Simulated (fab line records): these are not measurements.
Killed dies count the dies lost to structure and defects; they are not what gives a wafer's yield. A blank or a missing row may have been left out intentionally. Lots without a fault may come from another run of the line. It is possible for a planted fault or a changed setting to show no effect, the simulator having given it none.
Matching of chambers | flow gf180mcu | GF_POLY_GATE_ETCH_12 on rie_diel-01: 4 sister chambers
The step etches BARC in N2/H2. 14 wafers are shown with their chamber, then 7 later ones without.

WAFERS WITH THEIR CHAMBER
wafer  | chamber | drypump_motor_current_A (A) | chamber_pressure_mTorr (mTorr) | throttle_valve_pct (%)
L173.3 | 3       | 6.0                         | 30.044                         | 13.215
L173.4 | 1       | 6.0                         | 29.982                         | 13.218
L173.5 | 3       | 6.0                         | 30.006                         | 13.222
L180.3 | 2       | 5.8                         | 29.990                         | 13.220
L180.4 | 1       | 5.9                         | 29.943                         | 13.213
L180.5 | 0       | 5.1                         | 30.022                         | 13.201
L181.3 | 2       | 5.8                         | 30.026                         | 13.201
L181.4 | 0       | 5.1                         | 30.033                         | 13.222
L181.5 | 2       | 5.8                         | 30.005                         | 13.221
L183.1 | 2       | 5.8                         | 30.022                         | 13.202
L183.2 | 3       | 6.0                         | 30.010                         | 13.221
L183.5 | 3       | 6.0                         | 29.959                         | 13.214
L184.1 | 2       | 5.8                         | 29.978                         | 13.209
L184.4 | 3       | 6.0                         | 30.004                         | 13.220

SIGNATURES (means of the wafers above)
reading                 | chamber 0 | chamber 1 | chamber 2 | chamber 3 | scatter within a chamber
drypump_motor_current_A | 5.100     | 5.950     | 5.800     | 6.000     | 0.0224
chamber_pressure_mTorr  | 30.02750  | 29.96250  | 30.00420  | 30.00460  | 0.0248
throttle_valve_pct      | 13.21150  | 13.21550  | 13.21060  | 13.21840  | 0.00807
Rule: for each reading, subtract the chamber's mean from the wafer's reading, divide by that reading's scatter and square the result; add these up over the readings and take the root, which gives the wafer's distance from the chamber. If the next closest chamber is less than 2 further off than the closest, the wafer can't be placed; otherwise it belongs to the closest. The scatter: the root of (the sum of the squares of (reading less its chamber's mean) over the shown wafers, divided by (wafers less chambers)).

WAFERS MISSING THEIR CHAMBER
wafer  | drypump_motor_current_A (A) | chamber_pressure_mTorr (mTorr) | throttle_valve_pct (%)
L184.6 | 6.0                         | 29.991                         | 13.225
L191.1 | 5.1                         | 30.052                         | 13.220
L191.3 | 5.9                         | 30.036                         | 13.208
L191.4 | 5.1                         | 29.966                         | 13.204
L194.2 | 6.0                         | 30.011                         | 13.218
L194.3 | 5.8                         | 30.018                         | 13.205
L194.6 | 5.1                         | 29.982                         | 13.217

WHICH CHAMBER EACH WENT THROUGH
wafer  | from the rows above          | in truth
L184.6 | can't be placed: 3 or 1      | 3
L191.1 | 0                            | 0
L191.3 | can't be placed: 1 or 2 or 3 | 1
L191.4 | 0                            | 0
L194.2 | 3                            | 3
L194.3 | 2                            | 2
L194.6 | 0                            | 0
Placed correctly: 5 of 7. Not placeable from these rows: 2 (in 2, the candidates include the true chamber). Placed wrongly: 0.
